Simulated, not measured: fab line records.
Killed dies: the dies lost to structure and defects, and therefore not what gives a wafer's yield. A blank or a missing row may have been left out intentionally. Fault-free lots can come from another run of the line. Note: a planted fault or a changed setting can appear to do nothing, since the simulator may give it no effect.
Chamber matching / flow sky130 / SKY_FIELD_ISO_CMP_27 on cmp-02: 4 sister chambers
The step polishes, stops on Si3N4, t overpolish 16 s, target thk 457.8 nm. 14 wafers are shown with their chamber, then 7 later ones without.

== WAFERS, EACH WITH ITS CHAMBER ==
wafer=L348.1; chamber=3; motor current A (A)=12.7; time to endpoint s (s)=105; overpolish run s (s)=16.009
wafer=L348.2; chamber=1; motor current A (A)=12.4; time to endpoint s (s)=115; overpolish run s (s)=15.991
wafer=L348.6; chamber=1; motor current A (A)=12.6; time to endpoint s (s)=113; overpolish run s (s)=16.006
wafer=L349.2; chamber=0; motor current A (A)=9.2; time to endpoint s (s)=115; overpolish run s (s)=16.002
wafer=L349.3; chamber=2; motor current A (A)=13.1; time to endpoint s (s)=115; overpolish run s (s)=15.998
wafer=L349.4; chamber=1; motor current A (A)=12.9; time to endpoint s (s)=112; overpolish run s (s)=16.007
wafer=L350.4; chamber=2; motor current A (A)=13.4; time to endpoint s (s)=119; overpolish run s (s)=15.996
wafer=L350.5; chamber=0; motor current A (A)=9.0; time to endpoint s (s)=119; overpolish run s (s)=15.999
wafer=L350.6; chamber=1; motor current A (A)=13.0; time to endpoint s (s)=117; overpolish run s (s)=15.994
wafer=L351.3; chamber=0; motor current A (A)=9.4; time to endpoint s (s)=117; overpolish run s (s)=15.996
wafer=L351.4; chamber=2; motor current A (A)=12.8; time to endpoint s (s)=118; overpolish run s (s)=15.982
wafer=L351.5; chamber=1; motor current A (A)=12.1; time to endpoint s (s)=117; overpolish run s (s)=16.003
wafer=L355.1; chamber=3; motor current A (A)=12.2; time to endpoint s (s)=109; overpolish run s (s)=15.993
wafer=L355.2; chamber=0; motor current A (A)=9.0; time to endpoint s (s)=115; overpolish run s (s)=16.010

SIGNATURES, as means of the wafers listed above
reading=motor current A; chamber 0=9.150; chamber 1=12.600; chamber 2=13.100; chamber 3=12.450; scatter within a chamber=0.309
reading=time to endpoint s; chamber 0=116.50; chamber 1=114.80; chamber 2=117.33; chamber 3=107.00; scatter within a chamber=2.2
reading=overpolish run s; chamber 0=16.00175; chamber 1=16.00020; chamber 2=15.99200; chamber 3=16.00100; scatter within a chamber=0.00774
Rule: distance of a wafer from a chamber = root of the sum over the readings of ((wafer's reading minus chamber's mean) / reading's scatter) squared. The wafer belongs to the nearest chamber; if the next one is less than 2 further off, it can't be placed. The scatter: take each reading less its chamber's mean, square it, sum over the shown wafers, divide by the number of wafers less the number of chambers, and take the root.

== WAFERS WITH NO CHAMBER GIVEN ==
wafer=L355.3; motor current A (A)=12.9; time to endpoint s (s)=123; overpolish run s (s)=15.995
wafer=L357.1; motor current A (A)=12.7; time to endpoint s (s)=121; overpolish run s (s)=15.999
wafer=L357.4; motor current A (A)=9.1; time to endpoint s (s)=119; overpolish run s (s)=16.000
wafer=L357.6; motor current A (A)=12.6; time to endpoint s (s)=121; overpolish run s (s)=16.006
wafer=L369.1; motor current A (A)=12.7; time to endpoint s (s)=107; overpolish run s (s)=15.996
wafer=L369.2; motor current A (A)=9.0; time to endpoint s (s)=117; overpolish run s (s)=15.995
wafer=L369.6; motor current A (A)=12.8; time to endpoint s (s)=107; overpolish run s (s)=16.005

== EACH ONE'S CHAMBER ==
wafer=L355.3; from the rows above=can't be placed: 2 or 1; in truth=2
wafer=L357.1; from the rows above=can't be placed: 2 or 1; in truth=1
wafer=L357.4; from the rows above=0; in truth=0
wafer=L357.6; from the rows above=can't be placed: 1 or 2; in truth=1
wafer=L369.1; from the rows above=3; in truth=3
wafer=L369.2; from the rows above=0; in truth=0
wafer=L369.6; from the rows above=3; in truth=3
4 of 7 placed correctly. These rows do not allow placing 3 (true chamber among the candidates in 3). Number placed wrongly: 0.
